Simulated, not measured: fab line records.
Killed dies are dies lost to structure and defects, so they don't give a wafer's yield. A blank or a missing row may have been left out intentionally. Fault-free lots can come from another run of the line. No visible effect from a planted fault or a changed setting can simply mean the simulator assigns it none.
Struck lot and sound lot, side by side ; flow sky130 ; 14 steps out of a route of 708
Sound: wafers L987.4, L987.5, L987.6. Wafers L101.1, L101.3, L101.5 were the ones struck. Last of all comes the cause.
For every step that has rows: the tool of each side, followed by ch and its chambers, followed by its first start. Under that, the readings that differ: sound wafers ; struck wafers ; difference of the means ; sigmas: that difference in standard deviations of wafers without a fault.
alike: readings with means less than 2 such deviations apart, plus words and numbers identical on both sides. not compared: withheld readings, readings lacking a value on some wafer, bounds such as >300 that could conceal the same value, and numbers that have no deviation in the record and whose values overlap.
Wherever a step has rows on one side only, a row that says differs or no value, or a row with sigmas, the two part there. Numbers that don't overlap but have no deviation are shown without sigmas and don't part them. A reading missing from all wafers of one side parts the sides only when that side holds two or more wafers.

SKY_METAL4_SPUTTER_04: material TiN, target thk 70 nm, time 58.3 s.
  struck on pvd_sputter-04, day 44 15:32; sound on pvd_sputter-02, day 41 02:00
  alike: chamber_pressure_pa, throttle_valve_pct
SKY_CAP2M_CVD_00: deposits SiO2, target thk 15.5 nm.
  sound on pecvd-01 ch 0,1,2, day 41 02:04; struck on pecvd-01 ch 0,1,2, day 44 15:35
  alike: heater_power_outer_w, heater_power_w, rf_fwd_power_W
SKY_CAP2M_THK_MEAS_01:
  struck on film_metro-03, day 44 15:37; sound on film_metro-02, day 41 02:06
  alike: CAP2M_CVD_00_THK
SKY_CAP2M_SPUTTER_02: material TiN, target thk 200 nm, time 166.7 s.
  struck on pvd_sputter-03, day 44 15:40; sound on pvd_sputter-04, day 41 02:08
  alike: chamber_pressure_pa, throttle_valve_pct
SKY_CAP2M_RS_MEAS_03: uses a four-point probe to measure.
  struck on film_metro-02, day 44 15:47; sound on film_metro-01, day 41 02:18
  alike: CAP2M_TIN_RS
SKY_CAP2M_THK_MEAS_04: measures by xrf.
  struck on film_metro-02, day 44 15:54; sound on film_metro-01, day 41 02:23
  alike: CAP2M_TIN_THK
then, 6 steps without rows for these wafers: SKY_CAP2M_DEHYDRATE_05 (time 60 s); SKY_CAP2M_HMDS_06 (prime time 60 s); SKY_CAP2M_COAT_07 (resist thk 1140 nm); SKY_CAP2M_SOFTBAKE_08 (time 60 s); SKY_CAP2M_EXPOSE_09 (exposes mask CAP2M, target cd 1000 nm); SKY_CAP2M_PEB_10.
SKY_CAP2M_DEVELOP_11: develop time 60 s.
  struck on litho_track-02, day 45 12:47; sound on litho_track-01 ch 0, day 42 01:44
  no value came back on the struck wafers for chill_plate_temp_C (C), develop_time_s (s); on the sound wafers chill_plate_temp_C (C) reads 22.98 22.92 23.14
SKY_CAP2M_OVL_MEAS_12:
  struck on overlay-02, day 45 12:56; sound on overlay-01, day 42 01:50
reading;sound;struck;difference;sigmas
CAP2M_OVL (nm);1.5 1.1 2.4;- - -;no value on the struck wafers;

## WHERE THEY PART
Last at SKY_CAP2M_OVL_MEAS_12 as far as this record goes, first at SKY_CAP2M_DEVELOP_11.

WHY: what had been put in by the simulator
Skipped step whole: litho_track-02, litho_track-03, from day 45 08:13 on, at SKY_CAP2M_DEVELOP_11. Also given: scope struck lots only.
